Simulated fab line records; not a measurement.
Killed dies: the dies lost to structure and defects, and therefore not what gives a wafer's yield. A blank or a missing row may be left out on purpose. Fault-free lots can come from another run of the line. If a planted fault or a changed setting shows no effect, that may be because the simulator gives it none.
The tool behind it: which one? + flow gf180mcu + 6 lots, 18 wafers sampled, at 4 steps of a route of 602

WHAT EACH GAUGE READ, for each wafer
GF_TOP_METAL_CD_MEAS_14 targets a cd of 440 nm.
| lot  | measured     | on        | cd-nm (nm)        |
|------|--------------|-----------|-------------------|
| L594 | day 28 19:46 | cd-sem-02 | 439.5 440.6 441.5 |
| L598 | day 29 17:12 | cd-sem-02 | 439.2 440.1 438.1 |
| L599 | day 30 04:24 | cd-sem-02 | 439.4 441.1 441.5 |
| L603 | day 31 03:36 | cd-sem-01 | 440.0 440.8 441.9 |
| L607 | day 32 07:48 | cd-sem-02 | 438.4 437.5 438.7 |
| L613 | day 33 21:49 | cd-sem-01 | 439.4 441.3 439.2 |

EACH LOT AND THE TOOL THAT RAN IT (in order: tool; ch and the chambers of the sampled wafers; start)
| lot  | GF_V3_SPUTTER_21             | GF_V5_CMP_26                  | GF_TOP_METAL_SPUTTER_04      |
|------|------------------------------|-------------------------------|------------------------------|
| L594 | pvd-sputter-03, day 23 04:16 | cmp-02 ch 0,1,2, day 27 23:47 | pvd-sputter-03, day 28 00:17 |
| L598 | pvd-sputter-03, day 24 07:29 | cmp-01 ch 1,2,3, day 28 21:35 | pvd-sputter-04, day 28 22:02 |
| L599 | pvd-sputter-03, day 24 20:05 | cmp-01 ch 0,1, day 29 08:46   | pvd-sputter-02, day 29 09:16 |
| L603 | pvd-sputter-02, day 26 01:13 | cmp-01 ch 1,2,3, day 30 08:56 | pvd-sputter-03, day 30 09:16 |
| L607 | pvd-sputter-01, day 27 09:24 | cmp-02 ch 0,3, day 31 14:23   | pvd-sputter-02, day 31 14:52 |
| L613 | pvd-sputter-03, day 29 06:44 | cmp-01 ch 2,3, day 33 06:09   | pvd-sputter-03, day 33 06:35 |
- GF_V3_SPUTTER_21: material Ti, target thk 15 nm, time 80.02 s.
- GF_V5_CMP_26: polishes, stops on SiO2, t overpolish 15 s, target thk 0 nm.
- GF_TOP_METAL_SPUTTER_04: material TiN, target thk 25 nm, time 20.8 s.

THE ANSWER, worked out from the rows above alone
Rule: the lots themselves supply what counts as usual. The widest of any qualifying gaps counts: lots, ordered by their means at a reading, are off when they make up no more than a third of the lots, leave a main group of 4 or more, and stand apart from it by 3 or more times the standard deviation of that group's means. The tables above print the reading to a certain number of digits; a main group whose means all agree to those digits is not used. A lot without any number at a reading at which 4 lots or more have one is off too. Where the step has rows for the other lots, those lots are counted as sound.
No lot is off on any of the readings shown, so nothing can be concluded from this.

WHAT HAD BEEN PUT IN BY THE SIMULATOR
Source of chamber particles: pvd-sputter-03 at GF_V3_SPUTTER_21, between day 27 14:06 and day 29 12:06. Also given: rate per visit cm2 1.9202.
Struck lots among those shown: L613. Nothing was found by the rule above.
